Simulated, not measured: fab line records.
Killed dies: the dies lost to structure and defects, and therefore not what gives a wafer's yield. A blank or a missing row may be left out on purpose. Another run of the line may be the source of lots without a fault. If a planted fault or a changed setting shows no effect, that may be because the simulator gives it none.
fab line records ; flow sky130
[record] lots = 5; wafers = 23
route steps=708 shown VIA4@639 METAL5@665 PAD_OPEN@696
start-h: hours from the record's opening day to when the first of the lot's shown wafers began ; wait-h: time in hours since the lot's previous step ; " the same as in the row above ; L1.1+2: several wafers, shown together as one row ; - no value present, or no start provided ; * or withheld: withheld ; < > ~ a bound
route shown NAME@n: NAME is a module with steps in the file, n the number in the route of the first one ; usual: the fault-free wafers' mean and standard deviation ; same: alike in all rows ; chamber/n: place in a boat ; sites: the reading at each site ; _std_site: standard deviation of those values ; _edge_site: mean of outer sites minus mean of inner sites ; radius-mm: how far each site lies from the wafer's centre ; mask NAME#n: copy n ; behind: the tool/chamber that last shaped the wafer ; hold: reason for holding the lot/hours on hold/outcome of the hold ; device: which transistor (n, p or np) failed to switch ; end of line: the tests these same wafers got at the end of their route ; a step with no rows: only its recipe ; killed: dies that structure and defects cost at the first sort, which is not the same as the wafer's yield ; map: a wafer's dies, marking killed ones x, the rest . and places with no die _
set.NAME: the setting as run; set.NAME@STEP: as run at that earlier step ; model.NAME: the simulator's own value behind a step, which no gauge read
lots with deliberately changed settings; one table per step, one row per wafer
[[steps]]
[step SKY_VIA4_HDPCVD_00]
[recipe] material = SiO2; target-thk-nm = 1750; sigma-open-frac = 0.3; time-s = 291.7; temp-c = 400; sih4-flow-sccm = 60; pressure-mtorr = 6
lot.wafer;tool;chamber;start-h;wait-h;set.time-s;model.SiO2_of_VIA4_HDPCVD_00.thk-nm
L074.1;hdpcvd-01;0;974.15;0.0;291.7;-
L074.3;hdpcvd-01;1;974.15;0.0;291.7;1755
L074.4+6;hdpcvd-01;2,0;974.15;0.0;333.4;-
L074.5;hdpcvd-01;1;974.15;0.0;333.4;1993
L075.1;hdpcvd-02;1;981.48;0.0;291.7;1755
L075.3;hdpcvd-02;0;981.48;0.0;291.7;1726
L075.4;hdpcvd-02;0;981.48;0.0;291.7;1744
L079.1;hdpcvd-01;0;1016.48;0.0;291.7;1742
L079.2;hdpcvd-01;1;1016.48;0.0;291.7;1771
L079.4+5;hdpcvd-01;2,0;1016.48;0.0;251.3;-
L079.6;hdpcvd-01;1;1016.48;0.0;291.7;-
L082.2;hdpcvd-01;0;1036.55;0.0;291.7;1750
L082.3+5+6;hdpcvd-01;2,2,1;1036.55;0.0;291.7;-
L082.4;hdpcvd-01;0;1036.55;0.0;291.7;1749
L084.1;hdpcvd-01;2;1063.21;0.0;291.7;-
L084.2+3;hdpcvd-01;1;1063.21;0.0;304.3;-
L084.5;hdpcvd-01;2;1063.21;0.0;304.3;1864
L084.6;hdpcvd-01;1;1063.21;0.0;291.7;1747
[step SKY_VIA4_THK_MEAS_01]
[recipe] reads = SiO2_of_VIA4_HDPCVD_00
[usual] VIA4_HDPCVD_THK = 1747/18
lot.wafer;tool;chamber;start-h;wait-h;set.time-s@VIA4_HDPCVD_00;VIA4_HDPCVD_THK[nm]
L074.1;film-metro-02;-;974.33;0.1;291.7;1720
L074.3;film-metro-02;-;974.33;0.1;291.7;1754
L074.4;film-metro-02;-;974.33;0.1;333.4;1971
L074.5;film-metro-02;-;974.33;0.1;333.4;1993
L074.6;film-metro-02;-;974.33;0.1;333.4;1991
L075.1;film-metro-03;-;981.66;0.1;291.7;1755
L075.3;film-metro-03;-;981.66;0.1;291.7;1728
L075.4;film-metro-03;-;981.66;0.1;291.7;1744
L079.1;film-metro-03;-;1016.66;0.1;291.7;1741
L079.2;film-metro-03;-;1016.66;0.1;291.7;1770
L079.4;film-metro-03;-;1016.66;0.1;251.3;1522
L079.5;film-metro-03;-;1016.66;0.1;251.3;1497
L079.6;film-metro-03;-;1016.66;0.1;291.7;1745
L082.2;film-metro-03;-;1036.74;0.1;291.7;1750
L082.3;film-metro-03;-;1036.74;0.1;291.7;1780
L082.4;film-metro-03;-;1036.74;0.1;291.7;1748
L082.5;film-metro-03;-;1036.74;0.1;291.7;1768
L082.6;film-metro-03;-;1036.74;0.1;291.7;1749
L084.1;film-metro-04;-;1063.48;0.2;291.7;1769
L084.2;film-metro-04;-;1063.48;0.2;304.3;1807
L084.3;film-metro-04;-;1063.48;0.2;304.3;1815
L084.5;film-metro-04;-;1063.48;0.2;304.3;1864
L084.6;film-metro-04;-;1063.48;0.2;291.7;1747
[step SKY_METAL5_SPUTTER_04]
[recipe] material = TiN; target-thk-nm = 70; power-w = 6500; time-s = 58.3; chamber-pressure-pa = 0.4
lot.wafer;tool;chamber;start-h;wait-h;set.time-s;model.TiN_of_METAL5_SPUTTER_04.thk-nm
L074.1;pvd-sputter-02;-;999.83;0.0;63.51;76.75
L074.3;pvd-sputter-02;-;999.83;0.0;58.3;70.22
L074.4;pvd-sputter-02;-;999.83;0.0;63.51;75.59
L074.5;pvd-sputter-02;-;999.83;0.0;58.3;69.54
L074.6;pvd-sputter-02;-;999.83;0.0;63.51;76.61
L075.1;pvd-sputter-03;-;1012.48;0.0;58.3;68.85
L075.3;pvd-sputter-03;-;1012.48;0.0;58.3;69.25
L075.4;pvd-sputter-03;-;1012.48;0.0;58.3;68.57
L079.1;pvd-sputter-01;-;1041.19;0.0;58.3;69.98
L079.2;pvd-sputter-01;-;1041.19;0.0;58.3;69.26
L079.4;pvd-sputter-01;-;1041.19;0.0;62.75;73.6
L079.5;pvd-sputter-01;-;1041.19;0.0;62.75;73.2
L079.6;pvd-sputter-01;-;1041.19;0.0;62.75;74.48
L082.2;pvd-sputter-03;-;1062.44;0.0;58.3;68.63
L082.3;pvd-sputter-03;-;1062.44;0.0;51.92;62.3
L082.4;pvd-sputter-03;-;1062.44;0.0;58.3;68.47
L082.5;pvd-sputter-03;-;1062.44;0.0;51.92;61.97
L082.6;pvd-sputter-03;-;1062.44;0.0;51.92;60.95
L084.1;pvd-sputter-02;-;1086.81;0.0;64.47;77.88
L084.2;pvd-sputter-02;-;1086.81;0.0;64.47;78.57
L084.3;pvd-sputter-02;-;1086.81;0.0;64.47;76.96
L084.5;pvd-sputter-02;-;1086.81;0.0;58.3;70.58
L084.6;pvd-sputter-02;-;1086.81;0.0;58.3;71.1
[step SKY_PAD_OPEN_COAT_02]
[recipe] spin-rpm = 2000; resist-thk-nm = 3000
lot.wafer;tool;chamber;start-h;wait-h;set.spin-rpm;model.coat_of_PAD_OPEN_COAT_02.thk-nm
L074.1+3;litho-track-01;0;1055.25;0.1;2000;2987
L074.4;litho-track-01;0;1055.25;0.1;2000;2992
L074.5;litho-track-01;0;1055.25;0.1;2000;3000
L074.6;litho-track-01;0;1055.25;0.1;2000;2990
L075.1;litho-track-02;0;1069.47;0.1;2000;2989
L075.3;litho-track-02;0;1069.47;0.1;2000;2988
L075.4;litho-track-02;0;1069.47;0.1;2000;2987
L079.1;litho-track-01;0;1094.65;0.1;2000;3006
L079.2+6;litho-track-01;0;1094.65;0.1;2052;2962
L079.4;litho-track-01;0;1094.65;0.1;2052;2957
L079.5;litho-track-01;0;1094.65;0.1;2000;2997
L082.2;litho-track-01;0;1113.22;0.1;1938;3044
L082.3;litho-track-01;0;1113.22;0.1;1938;3042
L082.4;litho-track-01;0;1113.22;0.1;1938;3047
L082.5;litho-track-01;0;1113.22;0.1;2000;2995
L082.6;litho-track-01;0;1113.22;0.1;2000;3002
L084.1;litho-track-01;0;1135.70;0.1;1882;3092
L084.2+6;litho-track-01;0;1135.70;0.1;2000;3002
L084.3;litho-track-01;0;1135.70;0.1;1882;3098
L084.5;litho-track-01;0;1135.70;0.1;1882;3094
[[key]]
[split] step = SKY_VIA4_HDPCVD_00; setting = time-s; stated = 291.7; by = wafer
[response] step = SKY_VIA4_HDPCVD_00; reading = model.SiO2_of_VIA4_HDPCVD_00.thk-nm; change = +17.5; per = 1%; r = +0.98
[response] step = SKY_VIA4_THK_MEAS_01; reading = VIA4_HDPCVD_THK; change = +17.4; per = 1%; r = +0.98
[split] step = SKY_METAL5_SPUTTER_04; setting = time-s; stated = 58.3; by = wafer
[response] step = SKY_METAL5_SPUTTER_04; reading = model.TiN_of_METAL5_SPUTTER_04.thk-nm; change = +0.641; per = 1%; r = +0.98
[split] step = SKY_PAD_OPEN_COAT_02; setting = spin-rpm; stated = 2000; by = wafer
[response] step = SKY_PAD_OPEN_COAT_02; reading = model.coat_of_PAD_OPEN_COAT_02.thk-nm; change = -15.5; per = 1%; r = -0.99
